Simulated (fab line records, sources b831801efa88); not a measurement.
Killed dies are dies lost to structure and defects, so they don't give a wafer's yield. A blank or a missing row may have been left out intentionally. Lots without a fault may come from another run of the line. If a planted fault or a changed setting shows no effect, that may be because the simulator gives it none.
Struck lot and sound lot, side by side | flow sky130 | 43 steps out of a route of 708
Sound: wafers L137.1, L137.3, L137.5. The struck wafers were L154.2, L154.5, L154.6. At the end, the cause is stated.
Each step with rows lists, per side, the tool, then ch with its chambers, then its first start. Under that, the readings that differ: sound wafers | struck wafers | difference of the means | sigmas: that difference in standard deviations of wafers without a fault.
alike: words and numbers the same on both sides, and readings whose means are apart by under 2 such deviations; not compared: readings that were withheld, readings missing a value for some wafer, numbers with overlapping values and no deviation given by the record, and bounds like >300 which may hide the same value.
The two part at a step that has a row with sigmas, a row that says differs or no value, or rows on one side only. When numbers do not overlap yet have no deviation, they are printed without sigmas and do not part them. A reading that every wafer of one side lacks parts them only if that side has two wafers or more.

first, 1 step without rows for these wafers: SKY_POLY_GATE_CVD_03 (deposits Si3N4 from DCS/NH3, target thk 75 nm, time 1290 s).
SKY_POLY_GATE_THK_MEAS_04:
  sound on film metro-01 at day 16 12:34; struck on film metro-03 at day 22 13:05
  alike: POLY_GATE_CVD_03_THK
then, 8 steps without rows for these wafers: SKY_POLY_GATE_DEHYDRATE_05 (time 60 s); SKY_POLY_GATE_HMDS_06 (prime time 60 s); SKY_POLY_GATE_COAT_07 (resist thk 110 nm); SKY_POLY_GATE_COAT_08 (resist thk 450 nm); SKY_POLY_GATE_SOFTBAKE_09 (time 90 s); SKY_POLY_GATE_EXPOSE_10 (exposes mask P1M, target cd 150 nm); SKY_POLY_GATE_PEB_11; SKY_POLY_GATE_DEVELOP_12 (develop time 60 s).
SKY_POLY_GATE_CD_MEAS_13: target cd 150 nm.
  sound on cd sem-02 at day 17 16:29; struck on cd sem-02 at day 23 19:30
  alike: cd nm
SKY_POLY_GATE_OVL_MEAS_14:
  sound on overlay-01 at day 17 16:36; struck on overlay-02 at day 23 19:36
  alike: POLY_GATE_OVL
SKY_POLY_GATE_ETCH_15: etches BARC in N2/H2, stops on SiO2, time 118.5 s, target depth 110 nm.
  sound on rie diel-01 ch 0,2,3, day 17 16:38; struck on rie diel-01 ch 0,3, day 23 19:38
  alike: drypump motor current A, n2 flow sccm, oes product au, rf fwd power W, throttle valve pct
  not compared: rf hours counter h
SKY_POLY_GATE_ETCH_16: etches Si3N4 in CH3F/O2, stops on poly-Si, time 147.5 s, target depth 75 nm.
  sound on rie diel-01 ch 0,2,3, day 17 16:43; struck on rie diel-01 ch 0,3, day 23 19:43
  alike: drypump motor current A, oes product au, rf fwd power W, throttle valve pct
  not compared: rf hours counter h
SKY_POLY_GATE_ETCH_17: etches poly-Si in HBr/Cl2, stops on SiO2, target depth 180 nm, time 70.5 s.
  sound on rie si-01 ch 2,3, day 17 16:49; struck on rie si-01 ch 2,3, day 23 19:49
  alike: drypump motor current A, oes product au, rf fwd power W, throttle valve pct
  not compared: rf hours counter h
SKY_POLY_GATE_STRIP_18: strips in O2/N2.
  sound on plasma asher-01 ch 0,1, day 17 16:52; struck on plasma asher-02 ch 0,1, day 23 19:52
  alike: drypump motor current A, n2 flow sccm, oes product au, strip time to endpoint s
  not compared: rf hours counter h
then, 2 steps without rows for these wafers: SKY_POLY_GATE_CLEAN_19 (cleans in SC1/SC2, time 150 s); SKY_POLY_GATE_OXIDATION_20 (stabilise 600 s, purge 300 s, target thk 4 nm).
SKY_POLY_GATE_THK_MEAS_21:
  sound on film metro-03 at day 17 19:53; struck on film metro-03 at day 23 21:19
  alike: POLY_GATE_OXIDATION_THK
SKY_POLY_GATE_CD_MEAS_22:
  sound on cd sem-02 at day 17 19:56; struck on cd sem-02 at day 23 21:23
  alike: cd nm
then, 7 steps without rows for these wafers: SKY_LDD_N_DEHYDRATE_00 (time 60 s); SKY_LDD_N_HMDS_01 (prime time 60 s); SKY_LDD_N_COAT_02 (resist thk 300 nm); SKY_LDD_N_SOFTBAKE_03 (time 60 s); SKY_LDD_N_EXPOSE_04 (exposes mask NTM, target cd 840 nm); SKY_LDD_N_PEB_05; SKY_LDD_N_DEVELOP_06 (develop time 60 s).
SKY_LDD_N_OVL_MEAS_07:
  sound on overlay-02 at day 19 02:36; struck on overlay-01 at day 25 02:38
  alike: LDD_N_OVL
then, 8 steps without rows for these wafers: SKY_LDD_N_IMPLANT_08; SKY_LDD_N_IMPLANT_09; SKY_LDD_N_IMPLANT_10; SKY_LDD_N_IMPLANT_11; SKY_LDD_N_IMPLANT_12; SKY_LDD_N_IMPLANT_13; SKY_LDD_N_IMPLANT_14; SKY_LDD_N_IMPLANT_15.
SKY_LDD_N_STRIP_16: strips in O2/N2.
  sound on plasma asher-04 ch 0,1, day 19 03:50; struck on plasma asher-04 ch 0,1, day 25 03:52
  alike: drypump motor current A, n2 flow sccm, oes product au, strip time to endpoint s
  not compared: rf hours counter h
SKY_LDD_N_TW_MEAS_17:
  sound on film metro-04 at day 19 03:56; struck on film metro-02 at day 25 03:59
  alike: LDD_N_TW
then, 4 steps without rows for these wafers: SKY_LDD_P_DEHYDRATE_00 (time 60 s); SKY_LDD_P_HMDS_01 (prime time 60 s); SKY_LDD_P_COAT_02 (resist thk 1140 nm); SKY_LDD_P_SOFTBAKE_03 (time 60 s).
-- here the record skips 25 days between the struck wafers' starts before and after, leaving off in module LDD_P and picking up in module PAD_OPEN (first step shown: number 708 of the route) --
SKY_PAD_OPEN_PROBE_99:
  sound on prober-02 at day 46 17:09; struck on prober-02 at day 50 09:04
  reading             | sound    | struck      | difference | sigmas
  killed at front end | 9 14 11  | 65 62 52    | +48        | +12
  killed dies         | 81 86 89 | 127 124 129 | +41        | +4
  alike: killed_at_M0_to_M3, killed_at_M4_up, killed at contacts, killed at other, killed open, killed short

## WHERE THEY PART
SKY_PAD_OPEN_PROBE_99 only, going by this record.

WHY: what the simulator had put in
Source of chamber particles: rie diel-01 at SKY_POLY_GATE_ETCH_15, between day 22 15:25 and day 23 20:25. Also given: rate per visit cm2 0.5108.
